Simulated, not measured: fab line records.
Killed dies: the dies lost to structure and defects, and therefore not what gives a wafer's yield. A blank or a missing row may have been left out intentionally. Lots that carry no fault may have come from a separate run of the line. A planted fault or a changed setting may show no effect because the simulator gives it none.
Matching of chambers ; flow sky130 ; SKY_VIA3_CMP_02 on cmp-02 has 4 sister chambers
The step polishes SiO2. 8 wafers are shown with their chamber, then 12 later ones without.

== WAFERS PAIRED WITH THEIR CHAMBERS ==
wafer;chamber;motorCurrentA (A);headPressurePsi (psi)
L080.1;2;14.9;4.001
L085.2;2;14.7;4.006
L089.2;3;12.2;4.000
L089.5;0;13.6;4.014
L089.6;1;12.8;4.014
L090.1;3;11.5;4.004
L090.2;1;12.1;3.994
L090.3;0;13.6;3.992

== WAFERS WITHOUT THEIR CHAMBER ==
wafer;motorCurrentA (A);headPressurePsi (psi)
L091.1;12.3;3.988
L091.5;14.5;3.993
L091.6;12.0;4.013
L093.1;12.6;4.011
L093.5;14.4;4.015
L093.6;11.7;4.009
L094.1;12.1;4.007
L094.2;12.5;4.002
L094.3;14.1;3.997
L096.3;12.8;3.991
L096.4;14.5;4.000
L096.5;13.0;3.993

== WHICH CHAMBER EACH WENT THROUGH ==
wafer;from the rows above;in truth
L091.1;can't be placed: 1 or 3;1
L091.5;can't be placed: 2 or 0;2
L091.6;can't be placed: 3 or 1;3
L093.1;can't be placed: 1 or 3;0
L093.5;can't be placed: 2 or 0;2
L093.6;can't be placed: 3 or 1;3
L094.1;can't be placed: 3 or 1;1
L094.2;can't be placed: 1 or 3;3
L094.3;can't be placed: 0 or 2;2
L096.3;can't be placed: 1 or 0 or 3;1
L096.4;can't be placed: 2 or 0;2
L096.5;can't be placed: 1 or 0 or 3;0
Correct placement for 0 of the 12. From these rows, 12 cannot be placed; in 11 the true chamber is one of the candidates. 0 placed wrongly.
How it was worked out, from the rows above alone: a wafer's distance from a chamber is the root of the sum, over the readings, of the square of ((its reading less the chamber's mean) divided by the reading's scatter). The wafer belongs to the nearest chamber; if the next one is less than 2 further off, it can't be placed. The mean given for a chamber averages the wafers shown for that chamber. The scatter: the root of (the sum of the squares of (reading less its chamber's mean) over the shown wafers, divided by (wafers less chambers)).
